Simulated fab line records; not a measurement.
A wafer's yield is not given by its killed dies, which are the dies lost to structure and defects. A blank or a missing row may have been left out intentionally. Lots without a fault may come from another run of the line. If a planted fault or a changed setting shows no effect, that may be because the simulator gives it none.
8D (eight disciplines) problem report, filled in by code ; flow gf180mcu ; the parts of the form that need people (team, actions taken, sign-off) are left out

1. THE PROBLEM
Across 6 wafers from 2 lots, NSD_RS at GF_PSD_RS_MEAS_14 averages 49.07 ohm/sq, while fault-free wafers read 46.12 ohm/sq with a standard deviation of 0.094. Relative to the usual mean, that is a shift of +31 standard deviations.
The step: measures by four-point-probe.
The first sign was on wafer L191.2 at day 19 19:58, on film-metro-03. At this step, 42 wafers from 14 lots have a number in the record. The rule behind "out" and "out of limits": a value lying over 4 standard deviations away from the usual mean. Any other wafer with a number is counted as sound.

2. WHAT THIS IS AND IS NOT
question;is;is not
which readings at this step;NSD_RS;-
which lots;L191, L193;L175, L176, L177, L179, L180, L181, L182, L183, L184, L186, L190, L194
which wafers of those lots;all that have a number;-
read on which gauges;film-metro-02, film-metro-03;film-metro-04
when;from day 19 19:58;"up to then (33 sound wafers); but 3 sound wafers of L194 came after"

3. WHAT RULES OUT EACH SUSPECT
Counting: a tool at any process step up to the reading remains a suspect when it ran all the lots that are out and ran no sound lot after the first of those.
- the gauge at GF_PSD_RS_MEAS_14: ruled out. 2 gauges (film-metro-02, film-metro-03) read the wafers that are out.
- rtp-anneal-02 at GF_PSD_RTA_13 (time 20 s): kept. All lots that are out passed through it, beginning with L191 at day 19 19:53, and no sound lot followed; its final sound lot before that point was L184 at day 17 07:04. Out on those wafers are its own readings of wafer_temp_C_max.
After counting, what remains is rtp-anneal-02 at GF_PSD_RTA_13.

4. THE CAUSE (what the simulator had put in)
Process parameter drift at GF_PSD_RTA_13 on rtp-anneal-02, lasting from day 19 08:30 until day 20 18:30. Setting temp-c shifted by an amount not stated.
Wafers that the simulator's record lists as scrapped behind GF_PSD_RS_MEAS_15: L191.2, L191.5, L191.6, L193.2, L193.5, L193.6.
This tool alone remained once counting was done.

5. THE EFFECT CHAIN, in route order
Each row: a reading where the mean over the struck wafers with a number is more than 3 standard deviations away from the usual. Only readings whose record carries a usual standard deviation are examined. hours: median over the lots of the time between each lot's start at the first step of this table that gives one and its start at this step. sigmas: the change, counted in usual standard deviations.
hours;step;reading;usual;on struck wafers;change;sigmas
0;GF_PSD_RTA_13;wafer_temp_C_max;1031.8;1009.8;-22.0;-12
0;GF_PSD_RS_MEAS_14;NSD_RS;46.12 ohm/sq;49.07;+2.95;+31
4;GF_PSD_RS_MEAS_15;PSD_RS;108.47 ohm/sq;123.94;+15.47;+53
The process steps in it:
- GF_PSD_RTA_13: time 20 s.

6. WHAT WOULD HAVE CAUGHT IT SOONER
11 hours passed between the start of the fault at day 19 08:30 and the first reading out of limits at a measuring or inspecting step in this record, taken at day 19 19:58.
At GF_PSD_RTA_13, the tool's own readings (wafer_temp_C_max) were out on each struck wafer the step has a row for, so an alarm limit on them would have fired on the first such wafer.
L193, from the lots that are out (2), started GF_PSD_RTA_13 on rtp-anneal-02 later than day 19 19:58. It would have been spared by a hold on the tool at that moment.
